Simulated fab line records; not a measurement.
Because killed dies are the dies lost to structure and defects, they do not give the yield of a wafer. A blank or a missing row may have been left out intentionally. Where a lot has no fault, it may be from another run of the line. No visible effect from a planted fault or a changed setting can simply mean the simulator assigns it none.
What tool caused it?    flow sky130    Sampling: 11 lots, 33 wafers, 5 of 708 route steps

== WHAT THE GAUGES READ, wafer by wafer ==
SKY_SD_N_RS_MEAS_16: the measuring method here is four-point-probe.
lot   measured      on            SD_N_RS (ohm/sq)
L235  day 28 05:46  filmMetro-04  68.51 68.53 68.35
L238  day 30 03:45  filmMetro-02  68.55 68.49 68.38
L239  day 30 14:47  filmMetro-04  68.46 68.45 68.34
L240  day 30 23:44  filmMetro-03  68.40 68.54 68.58
L246  day 32 10:26  filmMetro-04  68.36 68.52 68.43
L251  day 33 20:11  filmMetro-04  71.03 70.97 70.94
L252  day 33 23:27  filmMetro-02  70.89 70.89 71.05
L253  day 34 12:53  filmMetro-03  68.60 68.63 68.49
L256  day 35 08:47  filmMetro-03  68.52 68.49 68.43
L255  day 35 08:29  filmMetro-02  68.60 68.58 68.54
L257  day 35 09:12  filmMetro-02  68.58 68.50 68.31

== WHICH TOOL RAN EACH LOT (tool, then ch and the chambers of the sampled wafers, then the start) ==
lot   SKY_LDD_HVN_STRIP_09                 SKY_SD_P_STRIP_10                    SKY_SD_N_IMPLANT_09              SKY_SD_N_STRIP_11
L235  plasmaAsher-04 ch 0,1, day 20 09:49  plasmaAsher-03 ch 0,1, day 25 19:02  implanter-01 ch 0, day 28 05:05  plasmaAsher-01 ch 0,1, day 28 05:22
L238  plasmaAsher-03 ch 0,1, day 22 18:14  plasmaAsher-03 ch 0,1, day 27 18:17  implanter-01 ch 0, day 30 03:04  plasmaAsher-02 ch 0,1, day 30 03:22
L239  plasmaAsher-03 ch 0,1, day 23 05:07  plasmaAsher-03 ch 0,1, day 28 05:11  implanter-04 ch 0, day 30 13:52  plasmaAsher-01 ch 0,1, day 30 14:24
L240  plasmaAsher-02 ch 0,1, day 23 13:39  plasmaAsher-02 ch 0,1, day 28 15:04  implanter-02 ch 0, day 30 23:04  plasmaAsher-04 ch 0,1, day 30 23:20
L246  plasmaAsher-03 ch 0,1, day 25 01:30  plasmaAsher-02 ch 0,1, day 30 01:43  implanter-02 ch 0, day 32 09:46  plasmaAsher-04 ch 0,1, day 32 10:03
L251  plasmaAsher-02 ch 0,1, day 26 17:23  plasmaAsher-04 ch 0, day 31 12:35    implanter-01 ch 0, day 33 19:29  plasmaAsher-02 ch 0,1, day 33 19:47
L252  plasmaAsher-04 ch 0,1, day 26 20:32  plasmaAsher-02 ch 0,1, day 31 15:27  implanter-01 ch 0, day 33 22:46  plasmaAsher-01 ch 0,1, day 33 23:04
L253  plasmaAsher-03 ch 0,1, day 27 11:13  plasmaAsher-02 ch 0,1, day 32 05:27  implanter-04 ch 0, day 34 12:11  plasmaAsher-02 ch 0,1, day 34 12:29
L256  plasmaAsher-02 ch 0,1, day 28 05:08  plasmaAsher-04 ch 0,1, day 33 03:26  implanter-02 ch 0, day 35 08:06  plasmaAsher-04 ch 0,1, day 35 08:24
L255  plasmaAsher-04 ch 0,1, day 28 05:26  plasmaAsher-02 ch 0,1, day 33 03:11  implanter-02 ch 0, day 35 07:48  plasmaAsher-04 ch 0,1, day 35 08:06
L257  plasmaAsher-03 ch 0,1, day 28 11:17  plasmaAsher-04 ch 0,1, day 33 04:05  implanter-02 ch 0, day 35 08:31  plasmaAsher-02 ch 0,1, day 35 08:47
- SKY_LDD_HVN_STRIP_09: strips in O2/N2.
- SKY_SD_P_STRIP_10: strips in O2/N2.
- SKY_SD_N_IMPLANT_09
- SKY_SD_N_STRIP_11: strips in O2/N2.

== THE ANSWER, worked out from the rows above alone ==
Rule: what is usual is taken from the lots themselves. Put in order of their means at a reading, lots are off if they are a third of the lots or fewer, leave a main group of 4 or more, and stand apart from it by a gap of 3 or more times the standard deviation of the main group's means; of several such gaps the widest counts. A main group whose means are all the same, to the digits that the tables above print for the reading, isn't used. Also off: a lot with no number at a reading for which 4 or more lots have one. All remaining lots with rows at the step are treated as sound.
Off: L251, L252, at SKY_SD_N_RS_MEAS_16 (SD_N_RS). Mean 68.49 ohm/sq and standard deviation 0.052 in the main group.
A tool fits if, at a process step before that reading, it ran every lot that is off, and no sound lot after the first of them. Those tools and the gauges at SKY_SD_N_RS_MEAS_16 are tried in the same way. One candidate fits, namely implanter-01 at SKY_SD_N_IMPLANT_09. Its last sound lot is L238 (day 30 03:04), its first lot that is off L251 (day 33 19:29): a fault that began between those two fits.

== WHAT THE SIMULATOR PUT IN ==
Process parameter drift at SKY_SD_N_IMPLANT_09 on implanter-01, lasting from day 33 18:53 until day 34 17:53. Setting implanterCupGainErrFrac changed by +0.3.
Shown lots that were struck: L251, L252. The rule given above showed the same thing.
